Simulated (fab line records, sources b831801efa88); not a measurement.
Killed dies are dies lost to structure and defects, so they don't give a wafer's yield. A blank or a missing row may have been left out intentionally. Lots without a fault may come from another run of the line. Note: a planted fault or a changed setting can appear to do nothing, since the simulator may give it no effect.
Comparing a struck lot with a sound one ; flow sky130 ; 31 steps out of a route of 708
Sound: these wafers, L547.1, L547.3, L547.4. Struck: wafer L540.3. (L540.2, L540.6 of the same lot were not struck and are left out.) The cause comes at the end.
At each step with rows: each side's tool, then ch and its chambers, then its first start. Under that, the readings that differ: sound wafers ; struck wafers ; difference of the means ; sigmas: that difference in standard deviations of wafers without a fault.
alike: readings whose means differ by less than 2 such deviations, and words and numbers that are the same on both sides. not compared: withheld readings, readings that some wafer has no value for, bounds like >300 that may hide the same value, and numbers for which the record gives no deviation and whose values overlap.
The two part at a step that has a row with sigmas, a row that says differs or no value, or rows on one side only. Non-overlapping numbers with no deviation appear without sigmas and do not part them. A reading missing from all wafers of one side parts the sides only when that side holds two or more wafers.

SKY_PWDE_OVL_MEAS_07:
  sound: overlay-01 at day 8 04:54; struck: overlay-01 at day 6 15:25
  alike: PWDE_OVL
following that, these wafers have no rows for 1 step: SKY_PWDE_IMPLANT_08.
SKY_PWDE_STRIP_09: strips in O2/N2.
  sound on plasma_asher-02 ch 0,1, day 8 05:05; struck on plasma_asher-02 ch 0, day 6 15:36
reading;sound;struck;difference;sigmas
chamber_pressure_mTorr (mTorr);1497.3 1499.6 1501.6;1502.5;+3.0;+2
  alike: drypump_motor_current_A, oes_product_au, strip_time_to_endpoint_s
  not compared: rf_hours_counter_h
SKY_PWDE_TW_MEAS_10:
  sound: film_metro-02 at day 8 05:11; struck: film_metro-02 at day 6 15:43
  alike: PWDE_TW
then, 7 steps without rows for these wafers: SKY_NWELL_DEHYDRATE_03 (time 60 s); SKY_NWELL_HMDS_04 (prime time 60 s); SKY_NWELL_COAT_05 (resist thk 3000 nm); SKY_NWELL_SOFTBAKE_06; SKY_NWELL_EXPOSE_07 (exposes mask NWM, target cd 840 nm); SKY_NWELL_PEB_08; SKY_NWELL_DEVELOP_09 (develop time 60 s).
SKY_NWELL_OVL_MEAS_10:
  sound: overlay-02 at day 9 02:23; struck: overlay-02 at day 7 11:00
  alike: NWELL_00_OVL
SKY_NWELL_IMPLANT_11:
  sound on implanter-03 ch 0, day 9 02:25; struck on implanter-02 ch 0, day 7 11:03
reading;sound;struck;difference;sigmas
beam_on_s (s);9.69 10.17 9.73;8.58;-1.28;-6
faraday_current_uA;110.5 104.9 109.9;124.5;+16.1;+7
then, 2 steps without rows for these wafers: SKY_NWELL_IMPLANT_12; SKY_NWELL_IMPLANT_13.
SKY_NWELL_STRIP_14: strips in O2/N2.
  sound on plasma_asher-02 ch 0,1, day 9 02:52; struck on plasma_asher-03 ch 1, day 7 11:29
  alike: chamber_pressure_mTorr, drypump_motor_current_A, oes_product_au, strip_time_to_endpoint_s
  not compared: rf_hours_counter_h
SKY_NWELL_TW_MEAS_15:
  sound: film_metro-03 at day 9 02:58; struck: film_metro-02 at day 7 11:49
reading;sound;struck;difference;sigmas
NWELL_TW;1832 1832 1827;1706;-124;-10
  not compared: hold
then, 6 steps without rows for these wafers: SKY_NWELL_HMDS_17 (prime time 60 s); SKY_NWELL_COAT_18 (resist thk 3000 nm); SKY_NWELL_SOFTBAKE_19; SKY_NWELL_EXPOSE_20 (exposes mask NWM COMPLEMENT, target cd 840 nm); SKY_NWELL_PEB_21; SKY_NWELL_DEVELOP_22 (develop time 60 s).
SKY_NWELL_OVL_MEAS_23:
  sound: overlay-02 at day 10 00:41; struck: overlay-02 at day 8 07:20
  alike: NWELL_01_OVL
following that, these wafers have no rows for 1 step: SKY_NWELL_IMPLANT_24.
SKY_NWELL_STRIP_25: strips in O2/N2.
  sound on plasma_asher-04 ch 0,1, day 10 00:55; struck on plasma_asher-03 ch 0, day 8 07:31
  alike: chamber_pressure_mTorr, drypump_motor_current_A, oes_product_au, strip_time_to_endpoint_s
  not compared: rf_hours_counter_h
SKY_NWELL_TW_MEAS_26:
  sound: film_metro-03 at day 10 01:01; struck: film_metro-03 at day 8 07:38
  alike: NWELL_2_TW
then, 1 step without rows for these wafers: SKY_NWELL_CLEAN_27 (cleans in SC1/SC2, time 150 s).
SKY_NWELL_RTA_28: time 30 s.
  sound on rtp_anneal-01 ch 0, day 10 01:08; struck on rtp_anneal-01 ch 0, day 8 07:45
reading;sound;struck;difference;sigmas
lamp_power_pct (%);25.25 25.34 25.29;25.16;-0.13;-2
ramp_down_c_per_s;90.025 90.018 89.984;89.970;-0.039;-2
  alike: anneal_temp_c_max, wafer_temp_C_max
SKY_NWELL_RS_MEAS_29: the measuring method here is four-point-probe.
  sound: film_metro-02 at day 10 01:14; struck: film_metro-02 at day 8 08:13
reading;sound;struck;difference;sigmas
NWELL_RS (ohm/sq);620.6 621.5 623.7;684.2;+62.3;+39
  not compared: hold
-- the record jumps here: 41 days lie between the struck wafers' starts before and after (it left off in module NWELL and takes up again in module PAD_OPEN, whose first step shown is number 708 of the route) --
SKY_PAD_OPEN_PROBE_99:
  sound: prober-01 at day 50 06:59; struck: prober-02 at day 48 22:10
reading;sound;struck;difference;sigmas
model.etest.nfet_16v.r_on_ohm_um;1.424e+04 1.426e+04 1.43e+04;1.461e+04;+3.433e+02;
model.etest.res_nwell.line_ohm_um;1073 1093 1066;1198;+121;
model.etest.res_nwell.rs_ohm_sq;901.5 923 906.9;1014;+104;
model.etest.res_nwell.width_nm (nm);844.2 849.2 844.9;838;-8;
model.etest.pfet_16v.drive_ua_um;246.5 242 246.8;255.2;+10.1;
model.etest.field_p.vt_v (V);-39.88 -41.31 -40.09;-36.89;+3.54;
model.etest.pfet_g5v0d10v5.off_log10_a_um;-12.2 -12.16 -12.32;-11.91;+0.32;
model.etest.pfet_16v.vt_v (V);-1.085 -1.095 -1.089;-1.04;+0.05;
  alike: killed_at_M0_to_M3, killed_at_M4_up, killed_at_contacts, killed_at_front_end, killed_at_other, killed_dies, killed_open, killed_short

WHERE THEY PART
First at SKY_PWDE_STRIP_09; last, within this record, at SKY_NWELL_RS_MEAS_29. Later steps at which nothing parts them and some readings are alike: SKY_PAD_OPEN_PROBE_99.

WHY: what the simulator had put in
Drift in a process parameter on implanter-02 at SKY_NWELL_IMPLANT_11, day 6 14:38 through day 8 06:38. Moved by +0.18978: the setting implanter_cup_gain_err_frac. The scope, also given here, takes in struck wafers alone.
